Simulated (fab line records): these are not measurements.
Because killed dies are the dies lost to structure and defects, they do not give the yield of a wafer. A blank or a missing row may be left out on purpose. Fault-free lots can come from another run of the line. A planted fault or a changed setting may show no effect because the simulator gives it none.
A lot that was struck, set against a sound lot -- flow sky130 -- 16 steps out of a route of 708
Sound: the wafers L725.1, L725.2, L725.6. Wafers struck: L729.1, L729.3, L729.4. Last of all comes the cause.
Per side, at each step with rows, come the tool, then ch with its chambers, and then its first start. Under that, the readings that differ: sound wafers -- struck wafers -- difference of the means -- sigmas: that difference in standard deviations of wafers without a fault.
alike: a reading whose means differ by less than 2 such deviations, as well as words and numbers matching on both sides. not compared: withheld readings; readings where some wafer has no value; bounds like >300 that might hide an equal value; numbers whose values overlap and for which the record gives no deviation.
The two part at a step that has a row with sigmas, a row that says differs or no value, or rows on one side only. When numbers do not overlap yet have no deviation, they are printed without sigmas and do not part them. Lack of a reading on every wafer of one side parts them only where that side has two or more wafers.

SKY_GATE_OXIDE_TW_MEAS_14:
  sound: filmMetro-02 at day 16 02:46; struck: filmMetro-01 at day 17 07:49
  alike: GATE_OXIDE_TW
then, 3 steps without rows for these wafers: SKY_GATE_OXIDE_CLEAN_15 (cleans in SC1/SC2, time 150 s); SKY_GATE_OXIDE_OXIDATION_16 (stabilise 600 s, purge 300 s, target thk 3.57 nm); SKY_POLY_GATE_CVD_00 (deposits poly-Si, target thk 180 nm, time 720 s).
SKY_POLY_GATE_THK_MEAS_01:
  sound: filmMetro-03 at day 16 05:37; struck: filmMetro-01 at day 17 11:32
  alike: POLY_GATE_CVD_00_THK
then, 7 steps without rows for these wafers: SKY_RES_PROTECT_DEHYDRATE_00 (time 60 s); SKY_RES_PROTECT_HMDS_01 (prime time 60 s); SKY_RES_PROTECT_COAT_02 (resist thk 1140 nm); SKY_RES_PROTECT_SOFTBAKE_03 (time 60 s); SKY_RES_PROTECT_EXPOSE_04 (exposes mask RPM, target cd 1270 nm); SKY_RES_PROTECT_PEB_05; SKY_RES_PROTECT_DEVELOP_06 (develop time 60 s).
SKY_POLY_GATE_IMPLANT_02:
  sound on implanter-03 ch 0, day 17 10:23; struck on implanter-02 ch 0, day 18 17:58
reading,sound,struck,difference,sigmas
endStationPressureTorr (Torr),9.3e-06 9.8e-06 9.6e-06,5.63e-05 5.76e-05 5.39e-05,+4.64e-05,+27
  alike: doseIonsCm2
SKY_RES_PROTECT_STRIP_07: strips in O2/N2.
  sound on plasmaAsher-04 ch 0,1, day 17 10:32; struck on plasmaAsher-02 ch 0,1, day 18 18:07
reading,sound,struck,difference,sigmas
stripTimeToEndpointS (s),23.34 23.27 23.23,23.97 23.97 23.99,+0.70,+15
  alike: drypumpMotorCurrentA, oesProductAu
  not compared: rfHoursCounterH
SKY_RES_PROTECT_TW_MEAS_08:
  sound: filmMetro-03 at day 17 10:38; struck: filmMetro-03 at day 18 18:13
  alike: POLY_GATE_TW
-- a jump in the record: the struck wafers' starts before and after are 30 days apart (it breaks off in module RES_PROTECT and resumes in module PAD_OPEN, where the first step shown is number 708 of the route) --
SKY_PAD_OPEN_PROBE_99:
  sound: prober-01 at day 47 13:24; struck: prober-01 at day 48 08:24
reading,sound,struck,difference,sigmas
model.etest.resPoly.lineOhmUm,520.6 544 521,475.2 483.7 468.5,-52.7,
model.etest.liconPoly.rcOhm,159.7 166.1 162.2,135.4 131.1 129.5,-30.7,
model.etest.resPoly.rsOhmSq,48.57 49.41 48.99,44.15 44.51 44.5,-4.60,
  alike: killed_at_M0_to_M3, killed_at_M4_up, killedAtContacts, killedAtFrontEnd, killedAtOther, killedDies, killedOpen, killedShort

## WHERE THEY PART
Earliest at SKY_POLY_GATE_IMPLANT_02; latest, in this record, at SKY_RES_PROTECT_STRIP_07. Later steps at which nothing parts them and some readings are alike: SKY_RES_PROTECT_TW_MEAS_08, SKY_PAD_OPEN_PROBE_99.

WHY: the cause the simulator had injected
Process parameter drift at SKY_POLY_GATE_IMPLANT_02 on implanter-02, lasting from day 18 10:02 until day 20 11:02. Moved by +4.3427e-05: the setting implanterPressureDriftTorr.
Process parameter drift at SKY_POLY_GATE_IMPLANT_02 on implanter-02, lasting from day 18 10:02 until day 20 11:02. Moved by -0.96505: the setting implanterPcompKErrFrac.
